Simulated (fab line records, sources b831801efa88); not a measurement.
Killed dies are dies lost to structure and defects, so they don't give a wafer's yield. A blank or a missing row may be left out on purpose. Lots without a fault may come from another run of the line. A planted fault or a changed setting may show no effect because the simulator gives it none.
fab line records | flow sfq_line
record lots=5 wafers=15 last_day=86
route steps=325 shown I0@47 M1@58 I1@73 M2@88 M8@325
lots that met no fault: from a run of the same line without faults
start_h: hours from the record's first day to the start of the lot's first wafer shown | wait_h: hours since the lot's step before | " the same as in the row above | L1.1+2: a row that stands for several wafers | - no value, or no start given | * or withheld: withheld | < > ~ a bound
route shown NAME@n: a module of which the file shows steps, and the number in the route of the first | usual: mean/standard deviation of fault-free wafers | same: alike in all rows | chamber/n: place in a boat | sites: the reading at each site | _std_site: their standard deviation | _edge_site: outer sites' mean less inner sites' | radius_mm: how far each site lies from the wafer's centre | mask NAME#n: copy n | behind: the tool/chamber that last shaped the wafer | hold: why the lot was held/for how many hours/how that ended | device: the transistor (n, p or np) that didn't switch | end of line: the same wafers' tests at the end of the route | a step without rows: its recipe alone | killed: dies lost to structure and defects at the first sort, not the wafer's yield | map: a wafer's dies, x killed, . not, _ none there
set.NAME: the setting as run; set.NAME@STEP: as run at that earlier step | model.NAME: the simulator's own value behind a step, which no gauge read
lots at some steps of the route; a table a step, a row a wafer
services: from which hour (start_h, from the record's first day; less than 0 if before it) a tool's chamber was out of use, for how many hours, and why
## steps
# step SFQ_TRILAYER_I0_VIA_LITHO_COAT_036
# recipe resist=BARC spin_rpm=3000 resist_thk_nm=62
# step SFQ_TRILAYER_I0_VIA_LITHO_COAT_031
# recipe resist=KrF spin_rpm=3000 resist_thk_nm=650
# step SFQ_TRILAYER_I0_VIA_LITHO_SOFTBAKE_035
# recipe temp_c=withheld time_s=withheld resist=KrF
# step SFQ_TRILAYER_I0_VIA_LITHO_EXPOSE_032
# recipe mask_id=I0 na=0.6 source_shape=conventional sigma_outer=0.65 target_cd_nm=500 dose_mj=21.3
# step SFQ_TRILAYER_I0_VIA_LITHO_PEB_034
# recipe peb_temp_c=115 peb_time_s=60 resist=KrF
# step SFQ_TRILAYER_I0_VIA_LITHO_DEVELOP_033
# recipe time_s=60 resist=KrF
# step SFQ_I0_OVL_MEAS_908
# usual I0_OVL=2/4.2
# columns lot.wafer tool chamber start_h wait_h I0_OVL[nm]
L852.1 overlay-01 - 299.94 0.1 2
L852.4 " - " " -5
L852.5 " - " " 3
L858.2 overlay-02 - 342.80 0.1 11
L858.4 " - " " 5
L858.5 " - " " 10
L859.1 overlay-02 - 354.59 0.1 5
L859.3 " - " " 3
L859.4 " - " " 4
L860.1 overlay-01 - 356.99 0.1 6
L860.2 " - " " 3
L860.5 " - " " 8
L861.2 overlay-01 - 370.20 0.1 4
L861.3 " - " " 0
L861.6 " - " " 4
# step SFQ_TRILAYER_I0_VIA_BARC_OPEN_VIA_ETCH_046
# recipe mask_material=PR chemistry=O2 target_depth_nm=125 target=BARC source_w=500 bias_w=80 pressure_mtorr=30 time_s=41.7
# usual drypump_motor_current_A=5.8/0.4 oes_product_au=0.685/0.0042
# columns lot.wafer tool chamber start_h wait_h drypump_motor_current_A oes_product_au rf_hours_counter_h
L852.1 rie_diel-04 0 299.98 0.0 6.5 0.681 2
L852.4 " 0 " " 6.5 0.686 -
L852.5 " 3 " " 6.2 0.683 -
L858.2 rie_diel-01 1 342.83 0.0 5.1 0.683 5
L858.4 " 3 " " 5.9 0.682 2
L858.5 " 0 " " 5.5 0.688 -
L859.1 rie_diel-02 3 354.63 0.0 5.6 0.691 91
L859.3 " 1 " " 5.4 0.683 93
L859.4 " 0 " " 5.8 0.687 46
L860.1 rie_diel-01 1 357.03 0.0 5.2 0.682 5
L860.2 " 2 " " 6.0 0.688 43
L860.5 " 1 " " 5.1 0.682 -
L861.2 rie_diel-01 1 370.23 0.0 5.2 0.683 6
L861.3 " 3 " " 5.9 0.685 2
L861.6 " 1 " " 5.2 0.688 -
# step SFQ_TRILAYER_I0_VIA_ETCH_VIA_ETCH_034
# recipe target=SiO2 stop_on=Nb mask_material=PR taper_deg=20 chemistry=CHF3 target_depth_nm=260 source_w=500 bias_w=80 pressure_mtorr=30 time_s=withheld
# step SFQ_TRILAYER_I0_VIA_STRIP_STRIP_035
# recipe gas=O2 power_w=200 platen_temp_c=40 overash_fraction=0.65 chemistry=O2 pressure_mtorr=50
# step SFQ_TRILAYER_I0_VIA_STRIP_SOLV_CLEAN_036
# recipe chemistry=NMP temp_c=70 time_s=600
# step SFQ_TRILAYER_M1_DEP_PRE_CLEAN_038
# recipe gas=Ar time_s=22.5 bias_v=250
# step SFQ_TRILAYER_M1_DEP_SPUTTER_037
# recipe material=Nb base_pressure_pa=1.33e-06 chamber_pressure_pa=0.1333 substrate_temp_c=20 resputter_cathode_voltage_v=400 target_thk_nm=200 power_w=2000 time_s=133.3
# usual substrate_temp_c=20.00/0.094 throttle_valve_pct=30.0/1.2
# columns lot.wafer tool chamber start_h wait_h substrate_temp_c throttle_valve_pct model.Nb_of_TRILAYER_M1_DEP_SPUTTER_037.thk_nm
L852.1 pvd_sputter-03 - 300.93 0.0 20.03 28.6 197.7
L852.4 " - " " 19.97 27.6 202.8
L852.5 " - " " 19.99 31.7 196.9
L858.2 pvd_sputter-06 - 343.78 0.0 20.02 30.7 199.9
L858.4 " - " " 19.98 31.1 197.3
L858.5 " - " " 19.92 31.5 197.6
L859.1 pvd_sputter-06 - 355.58 0.0 20.21 30.9 200.5
L859.3 " - " " 19.82 31.4 198.5
L859.4 " - " " 19.84 29.0 200.9
L860.1 pvd_sputter-05 - 357.98 0.0 20.09 31.1 197.9
L860.2 " - " " 19.98 30.2 198.4
L860.5 " - " " 19.80 30.4 198.2
L861.2 pvd_sputter-03 - 371.18 0.0 19.98 27.8 200
L861.3 " - " " 20.04 31.6 198.9
L861.6 " - " " 20.19 27.5 200.2
# step SFQ_M1_RS_MEAS_909
# recipe thk_meas_gauge=four-point-probe reads=Nb_of_TRILAYER_M1_DEP_SPUTTER_037
# usual M1_NB_RS=0.891/0.0098
# columns lot.wafer tool chamber start_h wait_h M1_NB_RS[ohm/sq]
L852.1 film_metro-03 - 301.02 0.0 0.899
L852.4 " - " " 0.876
L852.5 " - " " 0.903
L858.2 film_metro-02 - 343.89 0.1 0.893
L858.4 " - " " 0.903
L858.5 " - " " 0.899
L859.1 film_metro-03 - 355.67 0.0 0.886
L859.3 " - " " 0.895
L859.4 " - " " 0.883
L860.1 film_metro-02 - 358.07 0.0 0.901
L860.2 " - " " 0.900
L860.5 " - " " 0.900
L861.2 film_metro-02 - 371.29 0.1 0.892
L861.3 " - " " 0.896
L861.6 " - " " 0.892
# step SFQ_TRILAYER_M1_LITHO_COAT_044
# recipe resist=BARC spin_rpm=3000 resist_thk_nm=62
# step SFQ_TRILAYER_M1_LITHO_COAT_039
# recipe resist=KrF spin_rpm=3000 resist_thk_nm=600
# step SFQ_TRILAYER_M1_LITHO_SOFTBAKE_043
# recipe temp_c=withheld time_s=withheld resist=KrF
# step SFQ_TRILAYER_M1_LITHO_EXPOSE_040
# recipe mask_id=M1 na=0.6 source_shape=conventional sigma_outer=0.65 target_cd_nm=500 dose_mj=14.4
# step SFQ_TRILAYER_M1_LITHO_PEB_042
# recipe peb_temp_c=115 peb_time_s=60 resist=KrF
# step SFQ_TRILAYER_M1_LITHO_DEVELOP_041
# recipe time_s=60 resist=KrF
# step SFQ_M1_OVL_MEAS_911
# usual M1_OVL=-2/4.7
# columns lot.wafer tool chamber start_h wait_h M1_OVL[nm]
L852.1 overlay-02 - 425.08 0.1 -1
L852.4 " - " " 2
L852.5 " - " " -1
L858.2 overlay-01 - 470.24 0.1 -5
L858.4 " - " " -2
L858.5 " - " " -5
L859.1 overlay-02 - 482.23 0.1 1
L859.3 " - " " -2
L859.4 " - " " -9
L860.1 overlay-01 - 485.83 0.1 0
L860.2 " - " " -6
L860.5 " - " " -7
L861.2 overlay-02 - 497.49 0.1 -3
L861.3 " - " " 0
L861.6 " - " " 0
# step SFQ_TRILAYER_M1_BARC_OPEN_METAL_ETCH_054
# recipe mask_material=PR chemistry=O2 target_depth_nm=125 target=BARC icp_w=600 bias_w=80 pressure_mtorr=10 time_s=41.7
# usual drypump_motor_current_A=5.34/0.26 oes_product_au=0.684/0.0045
# columns lot.wafer tool chamber start_h wait_h drypump_motor_current_A oes_product_au rf_hours_counter_h
L852.1 rie_metal-04 0 425.12 0.0 4.88 0.684 137
L852.4 " 1 " " 5.44 0.685 -
L852.5 " 1 " " 5.45 0.683 -
L858.2 rie_metal-02 1 470.27 0.0 5.64 0.678 81
L858.4 " 1 " " 5.66 0.691 -
L858.5 " 1 " " 5.63 0.692 -
L859.1 rie_metal-02 1 482.27 0.0 5.70 0.678 83
L859.3 " 0 " " 5.47 0.691 -
L859.4 " 1 " " 5.68 0.675 -
L860.1 rie_metal-04 0 485.87 0.0 4.90 0.691 149
L860.2 " 1 " " 5.46 0.689 74
L860.5 " 1 " " 5.47 0.691 -
L861.2 rie_metal-04 0 497.52 0.0 4.90 0.684 151
L861.3 " 1 " " 5.47 0.689 -
L861.6 " 0 " " 4.87 0.686 -
# step SFQ_TRILAYER_M1_ETCH_METAL_ETCH_042
# recipe target=Nb stop_on=SiO2 mask_material=PR chemistry=Cl2/Ar target_depth_nm=240 icp_w=600 bias_w=80 pressure_mtorr=10 time_s=120
# usual drypump_motor_current_A=5.33/0.26 oes_product_au=0.894/0.0068
# columns lot.wafer tool chamber start_h wait_h drypump_motor_current_A oes_product_au rf_hours_counter_h model.M1.feature_depth_nm model.etch.depth_nm
L852.1 rie_metal-04 0 425.18 0.0 4.88 0.882 137 197.7 197.7
L852.4 " 1 " " 5.45 0.898 - 202.8 202.8
L852.5 " 1 " " 5.46 0.884 - 196.9 196.9
L858.2 rie_metal-02 1 470.33 0.0 5.70 0.902 81 199.9 199.9
L858.4 " 1 " " 5.70 0.889 - 197.3 197.3
L858.5 " 1 " " 5.69 0.896 - 197.6 197.6
L859.1 rie_metal-02 1 482.33 0.0 5.65 0.892 83 200.5 200.5
L859.3 " 0 " " 5.46 0.898 - 198.5 198.5
L859.4 " 1 " " 5.67 0.897 - 200.9 200.9
L860.1 rie_metal-04 0 485.93 0.0 4.92 0.884 149 197.9 197.9
L860.2 " 1 " " 5.46 0.889 74 198.4 198.4
L860.5 " 1 " " 5.44 0.893 - 198.2 198.2
L861.2 rie_metal-04 0 497.58 0.0 4.89 0.891 151 200 200
L861.3 " 1 " " 5.44 0.895 - 198.9 198.9
L861.6 " 0 " " 4.87 0.887 - 200.2 200.2
# step SFQ_TRILAYER_M1_STRIP_STRIP_043
# recipe gas=O2 power_w=200 platen_temp_c=40 overash_fraction=0.65 chemistry=O2 pressure_mtorr=50
# usual drypump_motor_current_A=5.33/0.27 oes_product_au=0.997/0.0078
# columns lot.wafer tool chamber start_h wait_h drypump_motor_current_A oes_product_au rf_hours_counter_h
L852.1 rie_metal-04 0 425.30 0.1 4.85 0.998 137
L852.4 " 1 " " 5.45 0.997 -
L852.5 " 1 " " 5.47 0.996 -
L858.2 rie_metal-02 1 470.45 0.1 5.70 0.993 81
L858.4 " 1 " " 5.70 0.986 -
L858.5 " 1 " " 5.66 1.003 -
L859.1 rie_metal-02 1 482.45 0.1 5.70 0.999 84
L859.3 " 0 " " 5.49 0.980 -
L859.4 " 1 " " 5.67 0.995 -
L860.1 rie_metal-04 0 486.05 0.1 4.88 0.998 149
L860.2 " 1 " " 5.44 1.001 74
L860.5 " 1 " " 5.47 1.000 -
L861.2 rie_metal-04 0 497.70 0.1 4.87 1.014 151
L861.3 " 1 " " 5.45 0.999 -
L861.6 " 0 " " 4.86 1.002 -
# step SFQ_TRILAYER_M1_STRIP_SOLV_CLEAN_044
# recipe chemistry=NMP temp_c=70 time_s=600
# step SFQ_TRILAYER_I1_DEP_PECVD_045
# recipe material=SiO2 temp_c=150 time_s=111.11 pressure_torr=2.4 rf_w=183.3 precursor=SiH4/N2O target_thk_nm=500
# step SFQ_TRILAYER_I1_CMP_CMP_046
# recipe material=SiO2 down_force_psi=3 platen_rpm=60 pad_velocity_m_s=0.94248
# usual edge_zone_pressure_frac=1.000/0.005 head_pressure_psi=3.000/0.006 motor_current_A=9.8/1 platen_rpm=60.00/0.039 time_to_endpoint_s=215/7.4
# columns lot.wafer tool chamber start_h wait_h edge_zone_pressure_frac head_pressure_psi motor_current_A platen_rpm time_to_endpoint_s
L852.4 cmp-02 3 439.13 13.0 1.006 3.011 11.9 59.95 210
L852.1 " 0 " " 1.001 3.001 9.2 59.99 200
L852.5 " 1 " " 0.992 3.012 10.1 59.99 211
L858.2 cmp-01 3 478.05 6.8 0.998 3.007 8.7 60.02 221
L858.4 " 0 " " 0.999 3.006 9.7 59.93 222
L858.5 " 0 480.55 9.2 0.996 2.994 10.4 60.00 219
L859.4 cmp-01 2 493.47 10.2 1.007 3.012 8.8 59.94 225
L859.1 " 3 " " 0.995 2.997 8.6 60.01 214
L859.3 " 1 494.97 11.7 0.993 3.002 9.5 60.04 212
L860.2 cmp-02 0 495.14 8.3 1.011 3.006 10.2 60.02 208
L860.1 " 3 496.64 9.8 0.999 2.989 12.4 60.01 215
L860.5 " 0 " " 0.996 3.001 9.6 59.98 209
L861.3 cmp-02 3 504.64 6.1 1.000 2.999 12.2 60.04 203
L861.2 " 0 " " 1.004 2.999 10.0 59.96 209
L861.6 " 3 506.64 8.1 0.996 3.003 12.6 60.03 212
# step SFQ_I1_BOW_MEAS_912
# recipe mode=bow
# usual I1_BOW=2/8.7
# columns lot.wafer tool chamber start_h wait_h I1_BOW[um]
L852.1 film_metro-01 - 441.13 1.0 4
L852.4 " - " " -13
L852.5 " - " " -2
L858.2 film_metro-04 - 481.07 2.5 -4
L858.4 " - " " 9
L858.5 " - " " -8
L859.1 film_metro-01 - 496.47 2.0 -1
L859.3 " - " " -1
L859.4 " - " " -7
L860.1 film_metro-02 - 498.14 1.0 -4
L860.2 " - " " 19
L860.5 " - " " 8
L861.2 film_metro-02 - 507.16 1.5 8
L861.3 " - " " 15
L861.6 " - " " -1
# step SFQ_TRILAYER_I1_METRO_MEASURE_047
# step SFQ_TRILAYER_I1_VIA_LITHO_COAT_054
# recipe resist=BARC spin_rpm=3000 resist_thk_nm=62
# step SFQ_TRILAYER_I1_VIA_LITHO_COAT_049
# recipe resist=KrF spin_rpm=3000 resist_thk_nm=650
# step SFQ_TRILAYER_I1_VIA_LITHO_SOFTBAKE_053
# recipe temp_c=withheld time_s=withheld resist=KrF
# step SFQ_TRILAYER_I1_VIA_LITHO_EXPOSE_050
# recipe mask_id=I1 na=0.6 source_shape=conventional sigma_outer=0.65 target_cd_nm=500 dose_mj=21.3
# step SFQ_TRILAYER_I1_VIA_LITHO_PEB_052
# recipe peb_temp_c=115 peb_time_s=60 resist=KrF
# step SFQ_TRILAYER_I1_VIA_LITHO_DEVELOP_051
# recipe time_s=60 resist=KrF
# step SFQ_I1_OVL_MEAS_913
# usual I1_OVL=-8/5.1
# columns lot.wafer tool chamber start_h wait_h I1_OVL[nm]
L852.1 overlay-02 - 489.24 0.1 -3
L852.4 " - " " -3
L852.5 " - " " -2
L858.2 overlay-02 - 519.33 0.1 -3
L858.4 " - " " -4
L858.5 " - " " 1
L859.1 overlay-02 - 525.24 0.1 -6
L859.3 " - " " -7
L859.4 " - " " -6
L860.1 overlay-02 - 526.44 0.1 -18
L860.2 " - " " -14
L860.5 " - " " -19
L861.2 overlay-02 - 532.44 0.1 -5
L861.3 " - " " -15
L861.6 " - " " -5
# step SFQ_TRILAYER_I1_VIA_BARC_OPEN_VIA_ETCH_071
# recipe mask_material=PR chemistry=O2 target_depth_nm=125 target=BARC source_w=500 bias_w=80 pressure_mtorr=30 time_s=41.7
# step SFQ_TRILAYER_I1_VIA_ETCH_VIA_ETCH_052
# recipe target=SiO2 stop_on=Nb mask_material=PR taper_deg=20 chemistry=CHF3 target_depth_nm=260 source_w=500 bias_w=80 pressure_mtorr=30 time_s=withheld
# usual drypump_motor_current_A=5.8/0.52 oes_product_au=0.855/0.0047
# columns lot.wafer tool chamber start_h wait_h drypump_motor_current_A oes_product_au
L852.1 rie_diel-04 1 489.31 0.0 5.7 0.858
L852.4 " 0 " " 6.5 0.850
L852.5 " 0 " " 6.6 0.858
L858.2 rie_diel-03 1 519.40 0.0 6.6 0.857
L858.4 " 3 " " 4.7 0.849
L858.5 " 2 " " 5.7 0.849
L859.1 rie_diel-01 3 525.31 0.0 5.9 0.851
L859.3 " 2 " " 6.0 0.856
L859.4 " 0 " " 5.5 0.853
L860.1 rie_diel-03 3 526.51 0.0 4.8 0.857
L860.2 " 2 " " 5.7 0.847
L860.5 " 3 " " 4.8 0.852
L861.2 rie_diel-03 3 532.51 0.0 4.8 0.850
L861.3 " 2 " " 5.7 0.855
L861.6 " 1 " " 6.6 0.858
# step SFQ_TRILAYER_I1_VIA_STRIP_STRIP_053
# recipe gas=O2 power_w=200 platen_temp_c=40 overash_fraction=0.65 chemistry=O2 pressure_mtorr=50
# step SFQ_TRILAYER_I1_VIA_STRIP_SOLV_CLEAN_054
# recipe chemistry=NMP temp_c=70 time_s=600
# step SFQ_TRILAYER_M2_DEP_PRE_CLEAN_056
# recipe gas=Ar time_s=22.5 bias_v=250
# step SFQ_M8_BOW_MEAS_951
# recipe mode=bow
# usual M8_BOW=5/12
# columns lot.wafer tool chamber start_h wait_h M8_BOW[um] model.etest.m1.ohm_um model.etest.i0.link_ohm model.etest.m1.ohm_sq model.etest.i1.link_ohm
L852.1 film_metro-04 - 2038.72 0.0 -3 1.794 1.97 0.9003 1.988
L852.4 " - " " -19 1.747 1.948 0.8777 1.964
L852.5 " - " " -9 1.804 1.98 0.9038 2.002
L858.2 film_metro-02 - 2056.33 0.0 11 1.798 1.947 0.8903 1.973
L858.4 " - " " 23 1.815 1.97 0.9019 1.989
L858.5 " - " " 7 1.81 1.967 0.9005 1.993
L859.1 film_metro-04 - 2060.32 0.0 0 1.773 1.956 0.8875 1.971
L859.3 " - " " -2 1.782 1.966 0.8964 1.98
L859.4 " - " " -6 1.766 1.948 0.8857 1.972
L860.1 film_metro-04 - 2061.52 0.0 -18 1.799 1.966 0.8991 1.976
L860.2 " - " " 8 1.798 1.968 0.8968 1.986
L860.5 " - " " -3 1.793 1.965 0.8977 1.985
L861.2 film_metro-02 - 2065.24 0.0 9 1.765 1.946 0.8899 1.97
L861.3 " - " " 18 1.778 1.952 0.8945 1.966
L861.6 " - " " 3 1.77 1.941 0.8891 1.966
## services
# columns tool chamber start_h hours kind
rie_diel-01 0 293.62 14.6 repair
rie_diel-03 - 303.45 14.6 pm
cmp-02 - 314.21 5.8 pm
cmp-02 - 322.09 6.4 repair
rie_metal-02 1 332.00 11.1 repair
rie_metal-04 1 332.29 11.3 repair
rie_metal-02 0 345.60 3.7 repair
rie_diel-03 0 351.20 46.9 repair
rie_diel-03 1 351.87 3.2 repair
rie_diel-03 3 352.98 4.9 repair
cmp-02 - 362.01 2.2 repair
rie_diel-01 0 363.71 10.3 repair
rie_diel-03 3 369.45 1.9 repair
cmp-02 - 370.09 2.0 repair
rie_diel-03 - 394.44 0.7 repair
rie_diel-03 2 398.35 6.5 repair
cmp-02 - 477.13 6.0 pm
rie_diel-03 0 485.96 128.7 repair
rie_diel-03 2 487.33 6.3 repair
rie_diel-03 3 488.42 7.6 repair
rie_diel-01 1 497.09 33.0 repair
rie_metal-04 - 504.65 2.8 pm
cmp-02 - 516.66 1.5 repair
rie_diel-03 - 525.03 1.1 repair
## key
first_sign none at tools or gauges
model_effect step=SFQ_TRILAYER_M1_DEP_SPUTTER_037 value=Nb_of_TRILAYER_M1_DEP_SPUTTER_037.thk_nm without=202.9 struck=197.3
model_effect step=SFQ_TRILAYER_M1_ETCH_METAL_ETCH_042 value=M1.feature_depth_nm without=202.9 struck=197.3
model_effect step=SFQ_M8_BOW_MEAS_951 value=etest.m1.ohm_um without=1.749 struck=1.799
met_at SFQ_TRILAYER_M1_DEP_SPUTTER_037
struck_wafers L852.1,L852.5
fault kind=process_parameter_drift tool=pvd_sputter-03 chamber=- onset_h=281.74 steps=SFQ_TRILAYER_M1_DEP_SPUTTER_037 channel=time_s offset=* shape=step end_h=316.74 scope=struck_wafers_only acts_in=* stated=*
